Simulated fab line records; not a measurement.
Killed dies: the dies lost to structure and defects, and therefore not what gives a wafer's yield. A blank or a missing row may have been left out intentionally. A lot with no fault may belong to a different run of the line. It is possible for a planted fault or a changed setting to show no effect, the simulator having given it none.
Matching of chambers :: flow gf180mcu :: pecvd-04 running GF_V4_CVD_02: 3 sister chambers
The step deposits SiO2 from TEOS, target thk 850 nm, time 94.851 s. 6 wafers are shown with their chamber, then 11 later ones without.

== EACH WAFER AND ITS CHAMBER ==
wafer: L088.1
chamber: 2
heater-power-w (W): 713

wafer: L089.1
chamber: 0
heater-power-w (W): 680

wafer: L089.5
chamber: 0
heater-power-w (W): 717

wafer: L092.1
chamber: 2
heater-power-w (W): 662

wafer: L092.4
chamber: 1
heater-power-w (W): 690

wafer: L094.1
chamber: 1
heater-power-w (W): 656

== WAFERS WHOSE CHAMBER IS MISSING ==
wafer: L094.2
heater-power-w (W): 748

wafer: L094.3
heater-power-w (W): 705

wafer: L094.4
heater-power-w (W): 546

wafer: L094.5
heater-power-w (W): 574

wafer: L094.6
heater-power-w (W): 588

wafer: L096.2
heater-power-w (W): 598

wafer: L096.4
heater-power-w (W): 553

wafer: L096.6
heater-power-w (W): 658

wafer: L097.3
heater-power-w (W): 693

wafer: L097.5
heater-power-w (W): 720

wafer: L097.6
heater-power-w (W): 539

== WHICH CHAMBER EACH ONE RAN IN ==
wafer: L094.2
from the rows above: can't be placed: 0 or 2 or 1
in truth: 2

wafer: L094.3
from the rows above: can't be placed: 0 or 2 or 1
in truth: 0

wafer: L094.4
from the rows above: can't be placed: 1 or 2 or 0
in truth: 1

wafer: L094.5
from the rows above: can't be placed: 1 or 2 or 0
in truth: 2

wafer: L094.6
from the rows above: can't be placed: 1 or 2 or 0
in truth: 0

wafer: L096.2
from the rows above: can't be placed: 1 or 2 or 0
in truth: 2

wafer: L096.4
from the rows above: can't be placed: 1 or 2 or 0
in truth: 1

wafer: L096.6
from the rows above: can't be placed: 1 or 2 or 0
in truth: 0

wafer: L097.3
from the rows above: can't be placed: 0 or 2 or 1
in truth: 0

wafer: L097.5
from the rows above: can't be placed: 0 or 2 or 1
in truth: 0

wafer: L097.6
from the rows above: can't be placed: 1 or 2 or 0
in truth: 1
Correct placement for 0 of the 11. From these rows, 11 cannot be placed; in 11 the true chamber is one of the candidates. Placed wrongly: 0.
How it was worked out, from the rows above alone: a wafer's distance from a chamber is the root of the sum, over the readings, of the square of ((its reading less the chamber's mean) divided by the reading's scatter). The wafer belongs to the nearest chamber; if the next one is less than 2 further off, it can't be placed. The mean given for a chamber averages the wafers shown for that chamber. The scatter is the square root of a quotient: the sum, over the shown wafers, of each reading's squared deviation from its chamber's mean, divided by wafers minus chambers.
